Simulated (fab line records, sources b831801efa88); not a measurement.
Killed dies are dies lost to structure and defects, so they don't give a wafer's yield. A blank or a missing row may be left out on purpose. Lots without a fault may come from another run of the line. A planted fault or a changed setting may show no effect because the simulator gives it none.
fab line records | flow gf180mcu
record lots=6 wafers=18 last_day=32
route steps=602 shown M5@532 V5@540 TOP_METAL@567 PASSIVATION@602
lots that met no fault: from a run of the same line without faults
start_h: hours from the record's first day to the start of the lot's first wafer shown | wait_h: hours since the lot's step before | " the same as in the row above | L1.1+2: a row that stands for several wafers | - no value, or no start given | * or withheld: withheld | < > ~ a bound
route shown NAME@n: a module of which the file shows steps, and the number in the route of the first | usual: mean/standard deviation of fault-free wafers | same: alike in all rows | chamber/n: place in a boat | sites: the reading at each site | _std_site: their standard deviation | _edge_site: outer sites' mean less inner sites' | radius_mm: how far each site lies from the wafer's centre | mask NAME#n: copy n | behind: the tool/chamber that last shaped the wafer | hold: why the lot was held/for how many hours/how that ended | device: the transistor (n, p or np) that didn't switch | end of line: the same wafers' tests at the end of the route | a step without rows: its recipe alone | killed: dies lost to structure and defects at the first sort, not the wafer's yield | map: a wafer's dies, x killed, . not, _ none there
set.NAME: the setting as run; set.NAME@STEP: as run at that earlier step | model.NAME: the simulator's own value behind a step, which no gauge read
lots at some steps of the route; a table a step, a row a wafer
services: from which hour (start_h, from the record's first day; less than 0 if before it) a tool's chamber was out of use, for how many hours, and why
## steps
# step GF_M5_DEVELOP_06
# recipe develop_time_s=60 dev_temp_c=21
# step GF_M5_CD_MEAS_07
# recipe target_cd_nm=280
# usual cd_nm=280.2/0.99
# columns lot.wafer tool chamber start_h wait_h cd_nm
L240.4 cd_sem-02 - 668.36 0.1 282.5
L240.5 " - " " 282.3
L240.6 " - " " 281.6
L243.1 cd_sem-02 - 686.75 0.1 279.8
L243.3 " - " " 281.1
L243.6 " - " " 280.9
L244.3 cd_sem-01 - 690.99 0.1 279.8
L244.4 " - " " 278.9
L244.6 " - " " 280.9
L245.1 cd_sem-02 - 705.80 0.1 280.4
L245.4 " - " " 279.7
L245.6 " - " " 279.4
L246.2 cd_sem-01 - 708.22 0.1 280.1
L246.3 " - " " 281.2
L246.4 " - " " 281.3
L247.3 cd_sem-02 - 711.09 0.1 279.6
L247.4 " - " " 280.1
L247.5 " - " " 279.6
# step GF_M5_OVL_MEAS_08
# usual M5_OVL=-4/5.5
# columns lot.wafer tool chamber start_h wait_h M5_OVL[nm]
L240.4 overlay-01 - 668.44 0.1 -8
L240.5 " - " " -12
L240.6 " - " " -10
L243.1 overlay-01 - 686.87 0.1 -7
L243.3 " - " " -4
L243.6 " - " " -3
L244.3 overlay-02 - 691.08 0.1 -4
L244.4 " - " " -7
L244.6 " - " " 0
L245.1 overlay-01 - 705.92 0.1 -5
L245.4 " - " " -6
L245.6 " - " " -12
L246.2 overlay-02 - 708.32 0.1 -7
L246.3 " - " " -4
L246.4 " - " " -9
L247.3 overlay-01 - 711.18 0.1 -4
L247.4 " - " " -6
L247.5 " - " " -7
# step GF_M5_ETCH_09
# recipe chemistry=CF4/O2 target=Si3N4 target_depth_nm=52 source_w=800 bias_w=150 pressure_mtorr=150 cf4_flow_sccm=80 O2_flow_sccm=10 time_s=11.6
# usual O2_flow_sccm=10.00/0.033 drypump_motor_current_A=5.6/0.5 oes_product_au=0.998/0.0081 throttle_valve_pct=5.970/0.0088
# columns lot.wafer tool chamber start_h wait_h O2_flow_sccm drypump_motor_current_A oes_product_au rf_hours_counter_h throttle_valve_pct
L240.4 rie_diel-03 0 668.46 0.0 10.03 6.0 1.001 13 5.970
L240.5 " 0 " " 10.01 6.0 1.017 - 5.972
L240.6 " 1 " " 10.05 6.0 0.998 - 5.955
L243.1 rie_diel-04 1 686.91 0.0 9.98 5.6 0.998 4 5.976
L243.3 " 3 " " 10.01 5.3 0.990 59 5.965
L243.6 " 1 " " 9.96 5.6 1.005 - 5.976
L244.3 rie_diel-01 0 691.10 0.0 9.92 5.2 0.992 14 5.974
L244.4 " 3 " " 10.06 6.4 0.990 - 5.973
L244.6 " 0 " " 9.99 5.2 0.993 - 5.978
L245.1 rie_diel-03 3 705.96 0.0 10.01 6.0 1.006 46 5.978
L245.4 " 1 " " 9.97 6.0 0.995 3 5.952
L245.6 " 2 " " 9.99 5.5 1.002 - 5.967
L246.2 rie_diel-04 2 708.35 0.0 10.02 4.8 0.989 15 5.965
L246.3 " 0 " " 10.00 5.6 0.992 13 5.972
L246.4 " 0 " " 9.98 5.6 0.989 - 5.959
L247.3 rie_diel-03 3 711.20 0.0 10.01 5.9 1.011 46 5.969
L247.4 " 2 " " 10.03 5.5 1.005 6 5.958
L247.5 " 2 " " 10.01 5.5 1.002 - 5.974
# step GF_M5_METAL_ETCH_10
# recipe chemistry=Cl2/BCl3 mask_material=KrF target_depth_nm=627.5 stop_on=SiO2 pressure_mtorr=8 icp_w=800 bias_w=140 Cl2_flow_sccm=80 bcl3_flow_sccm=40 time_s=104.6
# step GF_M5_STRIP_11
# recipe chemistry=O2/N2 power_w=1400 pressure_mtorr=1500 platen_temp_c=250 o2_flow_sccm=3000 n2_flow_sccm=300 overash_fraction=0.5
# usual drypump_motor_current_A=5.7/0.49 heater_power_w=345/24 oes_product_au=0.543/0.0051 platen_temp_c=249.96/0.21 strip_time_to_endpoint_s=7.52/0.044
# same overash_fraction=0.5
# columns lot.wafer tool chamber start_h wait_h drypump_motor_current_A heater_power_w oes_product_au platen_temp_c rf_hours_counter_h strip_time_to_endpoint_s
L240.4 plasma_asher-03 1 668.63 0.1 5.6 360 0.546 250.06 - 7.61
L240.5 " 0 " " 6.3 346 0.542 249.78 - 7.52
L240.6 " 1 " " 5.6 359 0.544 250.33 - 7.57
L243.1 plasma_asher-04 1 687.05 0.1 5.1 328 0.550 249.74 89 7.48
L243.3 " 1 " " 5.0 329 0.543 250.08 - 7.50
L243.6 " 0 " " 5.8 357 0.538 250.11 - 7.51
L244.3 plasma_asher-03 1 691.27 0.1 5.7 361 0.541 249.79 - 7.51
L244.4 " 0 " " 6.3 347 0.538 250.12 - 7.46
L244.6 " 1 " " 5.7 357 0.541 249.64 - 7.46
L245.1 plasma_asher-03 0 706.09 0.1 6.4 359 0.540 249.91 104 7.48
L245.4 " 0 " " 6.4 346 0.537 250.18 - 7.43
L245.6 " 0 " " 6.4 348 0.545 250.16 - 7.43
L246.2 plasma_asher-02 0 708.49 0.1 6.5 386 0.543 249.96 62 7.53
L246.3 " 0 " " 6.5 379 0.550 249.85 - 7.59
L246.4 " 1 " " 5.5 295 0.541 250.10 - 7.60
L247.3 plasma_asher-04 1 711.45 0.1 5.1 329 0.548 249.91 - 7.61
L247.4 " 0 " " 5.8 352 0.542 249.63 - 7.53
L247.5 " 1 " " 5.0 327 0.553 250.04 - 7.61
# step GF_M5_STRIP_12
# recipe chemistry=post_etch_residue_remover time_s=1200 temp_c=72.5
# step GF_M5_CLEAN_13
# recipe chemistry=DIW dry=n2_spin
# step GF_V5_CVD_00
# recipe material=SiO2 target_thk_nm=300 sigma_open_frac=0.3 temp_c=400 time_s=50 sih4_flow_sccm=60 pressure_mtorr=6
# step GF_V5_THK_MEAS_01
# recipe reads=SiO2_of_V5_CVD_00
# usual V5_CVD_00_THK=301.7/2.7
# columns lot.wafer tool chamber start_h wait_h V5_CVD_00_THK[nm]
L240.4 film_metro-02 - 669.55 0.0 300.9
L240.5 " - " " 299.5
L240.6 " - " " 300.9
L243.1 film_metro-04 - 687.65 0.0 300.7
L243.3 " - " " 303.0
L243.6 " - " " 302.6
L244.3 film_metro-04 - 691.84 0.0 301.2
L244.4 " - " " 301.5
L244.6 " - " " 304.9
L245.1 film_metro-03 - 706.68 0.0 296.5
L245.4 " - " " 296.8
L245.6 " - " " 297.2
L246.2 film_metro-03 - 709.08 0.0 300.1
L246.3 " - " " 300.0
L246.4 " - " " 303.7
L247.3 film_metro-02 - 712.01 0.0 302.3
L247.4 " - " " 303.1
L247.5 " - " " 306.9
# step GF_V5_CVD_02
# recipe material=SiO2 target_thk_nm=1450 precursor=TEOS temp_c=400 time_s=163.28 rf_w=600
# step GF_V5_THK_MEAS_03
# recipe reads=SiO2_of_V5_CVD_02
# usual V5_CVD_02_THK=1448/20
# columns lot.wafer tool chamber start_h wait_h V5_CVD_02_THK[nm]
L240.4 film_metro-03 - 669.72 0.0 1437
L240.5 " - " " 1450
L240.6 " - " " 1435
L243.1 film_metro-03 - 687.82 0.1 1441
L243.3 " - " " 1417
L243.6 " - " " 1450
L244.3 film_metro-04 - 692.00 0.1 1445
L244.4 " - " " 1474
L244.6 " - " " 1450
L245.1 film_metro-02 - 706.85 0.1 1447
L245.4 " - " " 1464
L245.6 " - " " 1474
L246.2 film_metro-03 - 709.24 0.1 1447
L246.3 " - " " 1452
L246.4 " - " " 1487
L247.3 film_metro-03 - 712.18 0.1 1421
L247.4 " - " " 1463
L247.5 " - " " 1453
# step GF_V5_CMP_04
# recipe material=SiO2 down_force_psi=4 platen_rpm=60 pad_velocity_m_s=0.94248
# usual motor_current_A=12.1/1.1 platen_rpm=59.99/0.039 retaining_ring_pressure_frac=1.000/0.0049
# columns lot.wafer tool chamber start_h wait_h motor_current_A platen_rpm retaining_ring_pressure_frac model.SiO2_of_V5_CVD_02.thk_nm
L240.4 cmp-01 3 669.80 0.1 10.8 59.99 1.004 856.8
L240.5 " 2 " " 12.3 59.96 0.996 856.5
L240.6 " 3 " " 9.9 60.02 1.007 856.3
L243.3 cmp-02 0 687.93 0.1 12.4 60.05 0.997 856.3
L243.1 " 2 " " 12.1 60.07 0.994 855.5
L243.6 " 3 " " 11.2 59.94 0.994 854.3
L244.3 cmp-02 0 692.09 0.1 12.0 59.99 0.993 857
L244.4 " 2 " " 12.0 59.92 1.000 856.5
L244.6 " 0 " " 11.0 59.97 1.001 855.7
L245.1 cmp-02 1 706.91 0.1 13.7 59.95 0.995 855.4
L245.4 " 2 " " 11.3 59.95 1.000 855
L245.6 " 1 " " 13.9 60.00 0.998 855.2
L246.2 cmp-02 2 709.29 0.0 11.8 59.98 1.008 1063
L246.3 " 3 " " 11.1 60.03 1.000 854.5
L246.4 " 0 " " 12.2 59.98 0.993 856.7
L247.3 cmp-02 0 712.23 0.0 12.1 60.00 0.993 854.8
L247.4 " 1 " " 13.8 60.02 0.996 855.5
L247.5 " 0 " " 12.6 60.06 0.998 1065
# step GF_V5_BOW_MEAS_05
# recipe mode=bow
# usual V5_BOW=133/9.6
# columns lot.wafer tool chamber start_h wait_h V5_BOW[um]
L240.4 film_metro-02 - 670.11 0.3 127
L240.5 " - " " 136
L240.6 " - " " 127
L243.1 film_metro-04 - 688.18 0.1 138
L243.3 " - " " 137
L243.6 " - " " 133
L244.3 film_metro-02 - 692.38 0.2 115
L244.4 " - " " 122
L244.6 " - " " 126
L245.1 film_metro-03 - 707.21 0.2 137
L245.4 " - " " 128
L245.6 " - " " 124
L246.2 film_metro-02 - 709.61 0.3 157
L246.3 " - " " 146
L246.4 " - " " 137
L247.3 film_metro-02 - 712.57 0.3 140
L247.4 " - " " 139
L247.5 " - " " 153
# step GF_V5_DEHYDRATE_06
# recipe temp_c=200 time_s=60
# step GF_V5_HMDS_07
# recipe prime_time_s=60 prime_temp_c=120
# step GF_V5_COAT_08
# recipe resist=BARC temp_c=withheld time_s=withheld spin_rpm=withheld resist_thk_nm=withheld
# step GF_V5_COAT_09
# recipe resist=KrF spin_rpm=withheld resist_thk_nm=1000
# step GF_V5_SOFTBAKE_10
# recipe temp_c=130 time_s=60 resist=KrF
# step GF_V5_EXPOSE_11
# recipe mask_id=Via5 target_cd_nm=260 na=0.68 source_shape=conventional sigma_outer=0.6 dose_mj=38
# step GF_V5_PEB_12
# recipe peb_temp_c=135 peb_time_s=90 resist=KrF
# step GF_V5_DEVELOP_13
# recipe develop_time_s=60 resist=KrF dev_temp_c=21
# step GF_V5_CD_MEAS_14
# recipe target_cd_nm=260
# usual cd_nm=260.1/1.2
# columns lot.wafer tool chamber start_h wait_h cd_nm
L240.4 cd_sem-01 - 688.81 0.1 261.3
L240.5 " - " " 261.0
L240.6 " - " " 261.1
L243.1 cd_sem-02 - 706.90 0.1 261.7
L243.3 " - " " 260.9
L243.6 " - " " 260.9
L244.3 cd_sem-02 - 710.74 0.1 261.3
L244.4 " - " " 260.7
L244.6 " - " " 260.6
L245.1 cd_sem-02 - 725.04 0.1 258.0
L245.4 " - " " 258.4
L245.6 " - " " 258.2
L246.2 cd_sem-02 - 727.07 0.1 260.6
L246.3 " - " " 259.7
L246.4 " - " " 259.7
L247.3 cd_sem-01 - 728.99 0.1 259.9
L247.4 " - " " 259.3
L247.5 " - " " 260.6
# step GF_V5_OVL_MEAS_15
# usual V5_OVL=-3/5.2
# columns lot.wafer tool chamber start_h wait_h V5_OVL[nm]
L240.4 overlay-02 - 688.89 0.1 -3
L240.5 " - " " -2
L240.6 " - " " -4
L243.1 overlay-01 - 707.02 0.1 -8
L243.3 " - " " -5
L243.6 " - " " -2
L244.3 overlay-01 - 710.83 0.1 2
L244.4 " - " " -2
L244.6 " - " " 5
L245.1 overlay-01 - 725.16 0.1 -11
L245.4 " - " " -3
L245.6 " - " " -5
L246.2 overlay-01 - 727.17 0.1 0
L246.3 " - " " -4
L246.4 " - " " -4
L247.3 overlay-01 - 729.08 0.1 -3
L247.4 " - " " -12
L247.5 " - " " -4
# step GF_V5_ETCH_16
# recipe chemistry=N2/H2 target_depth_a=withheld overetch_a=withheld time_s=withheld target=BARC ion_energy_ev=200 source_w=500 bias_w=100 pressure_mtorr=30 n2_flow_sccm=100 h2_flow_sccm=200
# usual drypump_motor_current_A=5.7/0.59 oes_product_au=0.854/0.0044 throttle_valve_pct=13.225/0.0086
# columns lot.wafer tool chamber start_h wait_h drypump_motor_current_A oes_product_au throttle_valve_pct
L240.4 rie_diel-01 2 688.93 0.0 6.5 0.861 13.237
L240.5 " 0 " " 5.2 0.855 13.229
L240.6 " 3 " " 6.4 0.852 13.222
L243.1 rie_diel-01 1 707.05 0.0 4.8 0.855 13.242
L243.3 " 2 " " 6.5 0.853 13.219
L243.6 " 1 " " 4.8 0.858 13.223
L244.3 rie_diel-01 1 710.85 0.0 4.8 0.858 13.228
L244.4 " 2 " " 6.5 0.850 13.214
L244.6 " 3 " " 6.4 0.856 13.223
L245.1 rie_diel-01 1 725.19 0.0 4.9 0.853 13.228
L245.4 " 0 " " 5.2 0.848 13.227
L245.6 " 1 " " 4.8 0.862 13.233
L246.2 rie_diel-02 0 727.20 0.0 6.2 0.858 13.230
L246.3 " 1 " " 5.3 0.853 13.208
L246.4 " 2 " " 5.9 0.854 13.220
L247.3 rie_diel-01 1 729.10 0.0 4.9 0.853 13.214
L247.4 " 0 " " 5.2 0.856 13.224
L247.5 " 3 " " 6.4 0.854 13.222
# step GF_V5_ETCH_17
# recipe chemistry=C4F8/O2/Ar mask_material=KrF target=SiO2 stop_on=TiN source_w=1500 bias_w=1200 pressure_mtorr=40 c4f8_flow_sccm=withheld O2_flow_sccm=6 Ar_flow_sccm=300 time_s=withheld target_depth_a=8550
# usual oes_product_au=0.859/0.0047
# columns lot.wafer tool chamber start_h wait_h oes_product_au model.V5.feature_depth_nm model.etch.depth_nm
L240.4 rie_diel-01 2 - - 0.860 856.8 856.8
L240.5 " 0 " " 0.865 856.5 856.5
L240.6 " 3 " " 0.859 856.3 856.3
L243.1 rie_diel-01 1 - - 0.860 855.5 855.5
L243.3 " 2 " " 0.866 856.3 856.3
L243.6 " 1 " " 0.861 854.3 854.3
L244.3 rie_diel-01 1 - - 0.860 857 857
L244.4 " 2 " " 0.861 856.5 856.5
L244.6 " 3 " " 0.858 855.7 855.7
L245.1 rie_diel-01 1 - - 0.856 855.4 855.4
L245.4 " 0 " " 0.858 855 855
L245.6 " 1 " " 0.859 855.2 855.2
L246.2 rie_diel-02 0 - - 0.981 1063 1063
L246.3 " 1 " " 0.854 854.5 854.5
L246.4 " 2 " " 0.870 856.7 856.7
L247.3 rie_diel-01 1 - - 0.861 854.8 854.8
L247.4 " 0 " " 0.857 855.5 855.5
L247.5 " 3 " " 0.983 1065 1065
# step GF_V5_STRIP_18
# recipe chemistry=O2/N2 power_w=1400 pressure_mtorr=1500 platen_temp_c=250 o2_flow_sccm=3000 n2_flow_sccm=300 overash_fraction=0.5
# step GF_V5_STRIP_19
# recipe chemistry=post_etch_residue_remover time_s=1200 temp_c=72.5
# step GF_V5_CLEAN_20
# recipe chemistry=DIW dry=n2_spin
# step GF_V5_SPUTTER_21
# recipe material=Ti target_thk_nm=15 chamber_pressure_pa=5 power_w=2500 substrate_temp_c=200 time_s=80.02
# step GF_V5_SPUTTER_22
# recipe material=TiN target_thk_nm=10 chamber_pressure_pa=5 power_w=4000 time_s=40
# usual throttle_valve_pct=30.3/0.8
# columns lot.wafer tool chamber start_h wait_h throttle_valve_pct
L240.4 pvd_sputter-02 - 689.65 0.0 30.5
L240.5 " - " " 29.7
L240.6 " - " " 30.7
L243.1 pvd_sputter-01 - 707.80 0.0 31.1
L243.3 " - " " 29.6
L243.6 " - " " 29.3
L244.3 pvd_sputter-03 - 711.60 0.0 31.1
L244.4 " - " " 30.1
L244.6 " - " " 29.5
L245.1 pvd_sputter-03 - 725.95 0.0 29.8
L245.4 " - " " 31.1
L245.6 " - " " 29.7
L246.2 pvd_sputter-01 - 727.95 0.0 30.9
L246.3 " - " " 29.5
L246.4 " - " " 29.4
L247.3 pvd_sputter-02 - 729.85 0.0 30.8
L247.4 " - " " 29.8
L247.5 " - " " 30.8
# step GF_V5_CVD_23
# recipe material=W target_thk_nm=350 time_s=104.9 temp_c=400 pressure_torr=40
# step GF_V5_RS_MEAS_24
# recipe thk_meas_gauge=four-point-probe reads=W_of_V5_CVD_23+TiN_of_V5_SPUTTER_22+Ti_of_V5_SPUTTER_21
# usual V5_W_RS=0.328/0.0036
# columns lot.wafer tool chamber start_h wait_h V5_W_RS[ohm/sq]
L240.4 film_metro-02 - 689.86 0.1 0.323
L240.5 " - " " 0.327
L240.6 " - " " 0.323
L243.1 film_metro-04 - 707.95 0.1 0.323
L243.3 " - " " 0.327
L243.6 " - " " 0.328
L244.3 film_metro-02 - 711.79 0.1 0.327
L244.4 " - " " 0.334
L244.6 " - " " 0.330
L245.1 film_metro-04 - 726.10 0.1 0.334
L245.4 " - " " 0.332
L245.6 " - " " 0.333
L246.2 film_metro-02 - 728.12 0.1 0.325
L246.3 " - " " 0.328
L246.4 " - " " 0.328
L247.3 film_metro-02 - 730.04 0.1 0.327
L247.4 " - " " 0.325
L247.5 " - " " 0.328
# step GF_V5_THK_MEAS_25
# recipe thk_meas_gauge=xrf reads=W_of_V5_CVD_23
# usual V5_W_THK=351/5.6
# columns lot.wafer tool chamber start_h wait_h V5_W_THK[nm]
L240.4 film_metro-02 - 689.95 0.1 357
L240.5 " - " " 352
L240.6 " - " " 357
L243.1 film_metro-04 - 708.07 0.1 352
L243.3 " - " " 347
L243.6 " - " " 347
L244.3 film_metro-02 - 711.89 0.1 354
L244.4 " - " " 348
L244.6 " - " " 351
L245.1 film_metro-04 - 726.22 0.1 341
L245.4 " - " " 343
L245.6 " - " " 342
L246.2 film_metro-02 - 728.23 0.1 360
L246.3 " - " " 354
L246.4 " - " " 356
L247.3 film_metro-02 - 730.14 0.1 356
L247.4 " - " " 360
L247.5 " - " " 356
# step GF_V5_CMP_26
# recipe stop_on=SiO2 down_force_psi=3.5 platen_rpm=60 t_overpolish_s=15 target_thk_nm=0 pad_velocity_m_s=0.94248
# usual motor_current_A=10.9/0.96 platen_rpm=60.01/0.038 retaining_ring_pressure_frac=1.000/0.0055
# columns lot.wafer tool chamber start_h wait_h motor_current_A platen_rpm retaining_ring_pressure_frac model.SiO2_of_V5_CVD_02.thk_nm
L240.4 cmp-01 0 690.08 0.1 11.2 59.97 0.990 853
L240.6 " 2 " " 11.2 60.03 0.997 852.5
L240.5 " 3 " " 9.3 59.93 1.011 852.8
L243.3 cmp-01 3 708.36 0.3 9.3 59.99 1.005 852.5
L243.1 " 0 " " 11.3 60.02 1.003 851.7
L243.6 " 1 " " 9.7 59.99 0.993 850.5
L244.4 cmp-02 2 711.93 0.0 10.5 60.08 1.005 852.7
L244.3 " 3 " " 10.5 59.97 1.006 853.2
L244.6 " 2 " " 11.2 60.02 1.003 851.9
L245.1 cmp-01 3 726.33 0.1 9.8 60.06 1.008 851.6
L245.4 " 1 " " 9.5 60.01 1.012 851.2
L245.6 " 3 " " 9.7 60.02 1.002 851.4
L246.2 cmp-02 1 728.28 0.0 12.2 60.00 0.999 1059
L246.4 " 2 " " 10.4 60.07 0.987 852.9
L246.3 " 0 " " 11.2 60.03 1.006 850.7
L247.3 cmp-02 3 730.18 0.0 11.0 60.01 1.003 851
L247.4 " 0 " " 11.0 59.98 0.999 851.7
L247.5 " 0 " " 11.2 60.03 0.994 1061
# step GF_TOP_METAL_SPUTTER_00
# recipe material=Ti target_thk_nm=37.5 arriving_ion_energy_ev=80 substrate_temp_c=200 chamber_pressure_pa=2 power_w=4000 time_s=150
# usual throttle_valve_pct=29.8/0.88
# columns lot.wafer tool chamber start_h wait_h throttle_valve_pct
L240.4 pvd_sputter-04 - 690.28 0.1 30.5
L240.5 " - " " 28.4
L240.6 " - " " 30.0
L243.1 pvd_sputter-01 - 708.56 0.1 31.0
L243.3 " - " " 29.1
L243.6 " - " " 28.9
L244.3 pvd_sputter-04 - 712.23 0.2 30.3
L244.4 " - " " 28.4
L244.6 " - " " 30.5
L245.1 pvd_sputter-03 - 726.58 0.2 30.2
L245.4 " - " " 29.6
L245.6 " - " " 31.1
L246.2 pvd_sputter-03 - 728.58 0.2 30.1
L246.3 " - " " 30.1
L246.4 " - " " 30.0
L247.3 pvd_sputter-03 - 730.48 0.2 30.9
L247.4 " - " " 30.1
L247.5 " - " " 30.9
# step GF_PASSIVATION_PROBE_99
# columns lot.wafer tool chamber start_h wait_h model.etest.via5_chain.rc_ohm
L240.4 prober-02 - 729.66 0.2 6.875
L240.5 prober-02 - 729.71 0.2 6.83
L240.6 prober-02 - 729.76 0.2 6.807
L243.1 prober-01 - 746.65 0.1 6.965
L243.3 prober-01 - 746.75 0.2 6.436
L243.6 prober-01 - 746.90 0.2 6.937
L244.3 prober-02 - 748.95 0.2 6.773
L244.4 prober-02 - 749.00 0.2 6.742
L244.6 prober-02 - 749.10 0.2 6.861
L245.1 prober-01 - 763.01 0.1 7.007
L245.4 prober-01 - 763.16 0.2 6.95
L245.6 prober-01 - 763.26 0.2 7.062
L246.2 prober-02 - 765.30 0.1 7.926
L246.3 prober-02 - 765.35 0.2 6.917
L246.4 prober-02 - 765.40 0.2 6.827
L247.3 prober-01 - 767.06 0.2 6.822
L247.4 prober-01 - 767.11 0.2 7.475
L247.5 prober-01 - 767.16 0.2 9.58
# killed by level:class
L240.4 V1:geometric_particle:open=5 V3:geometric_particle:open=5 V4:geometric_particle:open=5 STI:geometric_particle:short=3 V5:geometric_particle:open=3 V2:geometric_particle:open=3 CONTACT:geometric_particle:open=2 M1:geometric_particle:short=2
L240.5 V3:geometric_particle:open=7 STI:geometric_particle:open=5 CONTACT:geometric_particle:open=4 V4:geometric_particle:open=4 V5:geometric_particle:open=4 V1:geometric_particle:open=3 M2:geometric_particle:short=3 V2:geometric_particle:short=3
L240.6 CONTACT:geometric_particle:open=6 V2:geometric_particle:open=5 V3:geometric_particle:open=5 V4:geometric_particle:open=5 M1:geometric_particle:short=4 V2:geometric_particle:short=4 STI:geometric_particle:short=3 V5:geometric_particle:open=3
L243.1 CONTACT:geometric_particle:open=4 M1:geometric_particle:short=4 V3:geometric_particle:short=4 V2:geometric_particle:open=4 V5:geometric_particle:open=4 V4:geometric_particle:open=3 V1:geometric_particle:open=2 V2:geometric_particle:short=2
L243.3 V5:geometric_particle:open=7 CONTACT:geometric_particle:open=6 V2:geometric_particle:open=6 V3:geometric_particle:open=4 STI:geometric_particle:short=3 V4:geometric_particle:open=3 STI:geometric_particle:open=2 POLY_GATE:geometric_particle:short=2
L243.6 CONTACT:geometric_particle:open=5 V2:geometric_particle:open=5 V5:geometric_particle:open=5 M1:geometric_particle:short=4 POLY_GATE:geometric_particle:short=3 POLY_GATE:geometric_particle:open=2 SALICIDE:geometric_particle:short=2 V1:geometric_particle:open=2
L244.3 CONTACT:geometric_particle:open=6 V4:geometric_particle:open=5 STI:geometric_particle:open=4 M3:geometric_particle:short=3 CONTACT:geometric_particle:short=2 V1:geometric_particle:short=2 V2:geometric_particle:open=2 V5:geometric_particle:open=2
L244.4 V5:geometric_particle:open=7 CONTACT:geometric_particle:open=6 V3:geometric_particle:open=4 M4:geometric_particle:short=4 V1:geometric_particle:open=3 M5:geometric_particle:short=3 STI:geometric_particle:open=2 SALICIDE:geometric_particle:short=2
L244.6 V3:geometric_particle:open=7 V1:geometric_particle:open=5 M1:geometric_particle:short=3 V4:geometric_particle:short=3 V5:geometric_particle:open=3 STI:geometric_particle:open=2 STI:geometric_particle:short=2 CONTACT:geometric_particle:short=2
L245.1 V5:geometric_particle:open=6 V3:geometric_particle:open=6 CONTACT:geometric_particle:open=5 V2:geometric_particle:open=4 CONTACT:geometric_particle:short=4 V1:geometric_particle:open=3 V4:geometric_particle:open=3 STI:geometric_particle:open=2
L245.4 CONTACT:geometric_particle:open=5 M1:geometric_particle:short=5 V3:geometric_particle:open=5 STI:geometric_particle:open=4 STI:geometric_particle:short=4 V4:geometric_particle:open=4 V5:geometric_particle:short=3 CONTACT:geometric_particle:short=2
L245.6 V3:geometric_particle:open=7 V1:geometric_particle:open=5 M1:geometric_particle:open=4 V4:geometric_particle:short=4 V5:geometric_particle:short=4 CONTACT:geometric_particle:open=3 V2:geometric_particle:short=3 V3:geometric_particle:short=3
## services
# columns tool chamber start_h hours kind
rie_diel-03 3 646.17 8.5 repair
plasma_asher-04 - 649.29 1.4 repair
rie_diel-02 0 660.38 7.1 repair
rie_diel-04 0 662.81 9.8 repair
pvd_sputter-04 - 665.72 1.5 repair
cmp-02 - 669.84 8.4 pm
rie_diel-03 3 671.19 9.0 repair
rie_diel-01 1 671.29 27.6 repair
rie_diel-01 3 673.65 4.1 repair
pvd_sputter-04 - 678.08 4.6 repair
rie_diel-01 0 683.96 2.4 repair
rie_diel-04 3 696.04 - clean
rie_diel-04 3 696.04 21.7 scheduled_down
rie_diel-04 1 696.53 2.7 repair
pvd_sputter-01 3 704.09 - consumable_replace:kit
pvd_sputter-01 3 704.09 18.0 scheduled_down
pvd_sputter-01 3 704.09 18.0 vent_cycle
plasma_asher-02 - 711.59 6.4 repair
pvd_sputter-04 - 717.31 0.8 repair
rie_diel-04 3 720.02 12.0 repair
rie_diel-01 3 721.63 6.4 repair
rie_diel-02 3 723.94 1.2 repair
plasma_asher-03 - 727.07 4.1 repair
pvd_sputter-01 - 730.43 13.4 repair
## key
first_sign step=GF_V5_ETCH_17 reading=oes_product_au direction=up sigmas=26 usual=0.859 struck=0.982
effect none on later readings
model_effect step=GF_V5_CMP_04 value=SiO2_of_V5_CVD_02.thk_nm without=855.3 struck=1064
model_effect step=GF_V5_ETCH_17 value=V5.feature_depth_nm without=855.3 struck=1064
model_effect step=GF_V5_CMP_26 value=SiO2_of_V5_CVD_02.thk_nm without=851.6 struck=1060
model_effect step=GF_PASSIVATION_PROBE_99 value=etest.via5_chain.rc_ohm without=6.932 struck=8.753
met_at GF_V5_CMP_04
struck_wafers L246.2,L247.5
sort_left_out L246.2,L247.5
onset_between 706.91 709.29
fault kind=process_parameter_drift tool=cmp-02 chamber=- onset_h=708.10 steps=GF_V5_CMP_04 channel=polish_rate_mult offset=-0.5 shape=step end_h=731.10 scope=struck_wafers_only
# sort_left_out: the simulated sort isn't trusted on such a fault, so these wafers' sort isn't shown, and their yield isn't known
